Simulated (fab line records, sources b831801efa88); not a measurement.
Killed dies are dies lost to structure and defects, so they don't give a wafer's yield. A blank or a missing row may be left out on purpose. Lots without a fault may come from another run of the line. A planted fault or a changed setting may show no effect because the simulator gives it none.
Which tool did it? | flow gf180mcu | 13 lots, 39 wafers sampled, at 2 steps of a route of 602

WHAT THE GAUGES READ, wafer by wafer
GF_MIM_RS_MEAS_10: measures by four-point-probe.
lot  | measured     | on            | MIM_ALCU_RS (ohm/sq)
L377 | day 25 00:45 | film_metro-04 | 0.1568 0.1553 0.1561
L378 | day 25 05:34 | film_metro-03 | 0.1622 0.1635 0.1608
L382 | day 26 22:46 | film_metro-03 | 0.1576 0.1588 0.1610
L383 | day 27 17:23 | film_metro-04 | 0.1592 0.1584 0.1577
L384 | day 27 20:47 | film_metro-04 | 0.1612 0.1616 0.1596
L387 | day 28 15:04 | film_metro-04 | 0.1589 0.1574 0.1592
L390 | day 29 08:11 | film_metro-04 | 0.1582 0.1588 0.1585
L392 | day 30 00:48 | film_metro-03 | 0.1604 0.1616 0.1620
L395 | day 30 14:49 | film_metro-04 | 0.1587 0.1582 0.1565
L394 | day 30 16:13 | film_metro-01 | 0.1611 0.1603 0.1612
L396 | day 30 23:22 | film_metro-03 | 0.1631 0.1639 0.1612
L397 | day 31 01:53 | film_metro-04 | 0.1600 0.1616 0.1597
L398 | day 31 08:29 | film_metro-03 | 0.1617 0.1584 0.1595

WHICH TOOL RAN EACH LOT (tool, then ch and the chambers of the sampled wafers, then the start)
lot  | GF_V3_ETCH_17
L377 | rie_diel-02 ch 0,1,2, day 25 00:45 or earlier
L378 | rie_diel-01 ch 0,2,3, day 25 05:34 or earlier
L382 | rie_diel-04 ch 2,3, day 26 22:46 or earlier
L383 | rie_diel-02 ch 0,2,3, day 27 17:23 or earlier
L384 | rie_diel-04 ch 0,2,3, day 27 20:47 or earlier
L387 | rie_diel-01 ch 0,1,3, day 28 15:04 or earlier
L390 | rie_diel-01 ch 0,1,2, day 29 08:11 or earlier
L392 | rie_diel-01 ch 0,2,3, day 30 00:48 or earlier
L395 | rie_diel-02 ch 0,1,2, day 30 14:49 or earlier
L394 | rie_diel-04 ch 1,2, day 30 16:13 or earlier
L396 | rie_diel-02 ch 0,2,3, day 30 23:22 or earlier
L397 | rie_diel-04 ch 0,1,2, day 31 01:53 or earlier
L398 | rie_diel-01 ch 2,3, day 31 08:29 or earlier
- GF_V3_ETCH_17: etches SiO2 in C4F8/O2/Ar, stops on TiN, target depth 635 nm.

WHAT THE TOOLS THEMSELVES READ (means of the sampled wafers that have a number; where no wafer has one, the mark that the record gives instead)
GF_V3_ETCH_17.
lot  | tool        | oes_product_au (a.u.)
L377 | rie_diel-02 | 0.861
L378 | rie_diel-01 | 0.853
L382 | rie_diel-04 | 0.858
L383 | rie_diel-02 | 0.854
L384 | rie_diel-04 | 0.859
L387 | rie_diel-01 | 0.858
L390 | rie_diel-01 | 0.857
L392 | rie_diel-01 | 0.859
L395 | rie_diel-02 | 0.856
L394 | rie_diel-04 | 0.856
L396 | rie_diel-02 | 0.857
L397 | rie_diel-04 | 0.855
L398 | rie_diel-01 | 0.857

THE ANSWER, worked out from the rows above alone
Rule: what is usual is taken from the lots themselves. Put in order of their means at a reading, lots are off if they are a third of the lots or fewer, leave a main group of 4 or more, and stand apart from it by a gap of 3 or more times the standard deviation of the main group's means; of several such gaps the widest counts. A main group whose means are all the same, to the digits that the tables above print for the reading, isn't used. A lot without any number at a reading at which 4 lots or more have one is off too. The other lots that the step has rows for count as sound. The gauges are gone through in route order, then the tools' own readings, and for those a lot's mean is taken as printed above. The first step at which some lot is off is used, and at that step the reading that is off furthest; a lot without a number counts as furthest.
No lot is off at any reading shown: from this, nothing can be told.

WHAT THE SIMULATOR HAD PUT IN
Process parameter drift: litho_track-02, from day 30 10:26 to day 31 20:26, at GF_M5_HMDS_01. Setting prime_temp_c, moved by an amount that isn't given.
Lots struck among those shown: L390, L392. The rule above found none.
